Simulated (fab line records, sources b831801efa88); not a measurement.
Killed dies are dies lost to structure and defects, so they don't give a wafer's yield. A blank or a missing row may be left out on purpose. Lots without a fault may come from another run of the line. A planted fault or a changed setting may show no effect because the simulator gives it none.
Which tool did it? | flow sfq_line | 14 lots, 42 wafers sampled, at 1 step of a route of 325

WHAT THE GAUGES READ, wafer by wafer
The record holds no reading of a measuring or inspecting step that can be judged against a usual standard deviation.

WHICH TOOL RAN EACH LOT (tool, then ch and the chambers of the sampled wafers, then the start)
lot  | SFQ_TRILAYER_M2_LITHO_EXPOSE_058
L886 | krf_scanner-01 ch 0, day 16 15:55
L887 | krf_scanner-01 ch 0, day 16 23:07
L888 | krf_scanner-01 ch 0, day 17 06:19
L889 | krf_scanner-01 ch 0, day 17 12:19
L890 | krf_scanner-01 ch 0, day 17 21:30
L891 | krf_scanner-01 ch 0, day 18 13:54
L893 | krf_scanner-01 ch 0, day 19 09:42
L894 | krf_scanner-01 ch 0, day 19 17:42
L896 | krf_scanner-01 ch 0, day 20 18:48
L897 | krf_scanner-01 ch 0, day 21 20:59
L898 | krf_scanner-01 ch 0, day 22 00:23
L903 | krf_scanner-01, day 24 13:55
L904 | krf_scanner-01, day 24 17:43
L906 | krf_scanner-01 ch 0, day 25 18:43
- SFQ_TRILAYER_M2_LITHO_EXPOSE_058: exposes mask M2, target cd 500 nm.

WHAT THE TOOLS THEMSELVES READ (means of the sampled wafers that have a number; where no wafer has one, the mark that the record gives instead)
SFQ_TRILAYER_M2_LITHO_EXPOSE_058.
lot  | tool           | exposure_dose_mJ_cm2 | focus_offset_nm (nm) | reticle_temp_C (C) | stage_vel_mm_s (mm/s)
L886 | krf_scanner-01 | 14.407               | -0.1                 | 23.06              | 500.13
L887 | krf_scanner-01 | 14.404               | 0.2                  | 23.05              | 499.86
L888 | krf_scanner-01 | 14.396               | 0.2                  | 22.98              | 500.21
L889 | krf_scanner-01 | 14.398               | -0.3                 | 23.00              | 499.77
L890 | krf_scanner-01 | 14.378               | -0.0                 | 23.00              | 499.75
L891 | krf_scanner-01 | 14.398               | -0.5                 | 22.96              | 500.08
L893 | krf_scanner-01 | 14.391               | -0.1                 | 22.92              | 499.96
L894 | krf_scanner-01 | 14.398               | -0.0                 | 22.86              | 499.85
L896 | krf_scanner-01 | 14.401               | 0.5                  | 23.18              | 500.10
L897 | krf_scanner-01 | 14.414               | 0.4                  | 23.12              | 499.85
L898 | krf_scanner-01 | 14.400               | -0.7                 | 23.12              | 500.15
L903 | krf_scanner-01 | -                    | -                    | -                  | -
L904 | krf_scanner-01 | -                    | -                    | -                  | -
L906 | krf_scanner-01 | 14.403               | 0.4                  | 22.92              | 499.99

THE ANSWER, worked out from the rows above alone
Rule: what is usual is taken from the lots themselves. Put in order of their means at a reading, lots are off if they are a third of the lots or fewer, leave a main group of 4 or more, and stand apart from it by a gap of 3 or more times the standard deviation of the main group's means; of several such gaps the widest counts. A main group whose means are all the same, to the digits that the tables above print for the reading, isn't used. A lot without any number at a reading at which 4 lots or more have one is off too. The other lots that the step has rows for count as sound. The gauges are gone through in route order, then the tools' own readings, and for those a lot's mean is taken as printed above. The first step at which some lot is off is used, and at that step the reading that is off furthest; a lot without a number counts as furthest.
Off: L903, L904, at SFQ_TRILAYER_M2_LITHO_EXPOSE_058 (exposure_dose_mJ_cm2). Without a number there: L903, L904. The main group: mean 14.399, standard deviation 0.0084.
A tool fits if, at that step or a process step before it, it ran every lot that is off, and no sound lot after the first of them. None of those tried fits.

WHAT THE SIMULATOR HAD PUT IN
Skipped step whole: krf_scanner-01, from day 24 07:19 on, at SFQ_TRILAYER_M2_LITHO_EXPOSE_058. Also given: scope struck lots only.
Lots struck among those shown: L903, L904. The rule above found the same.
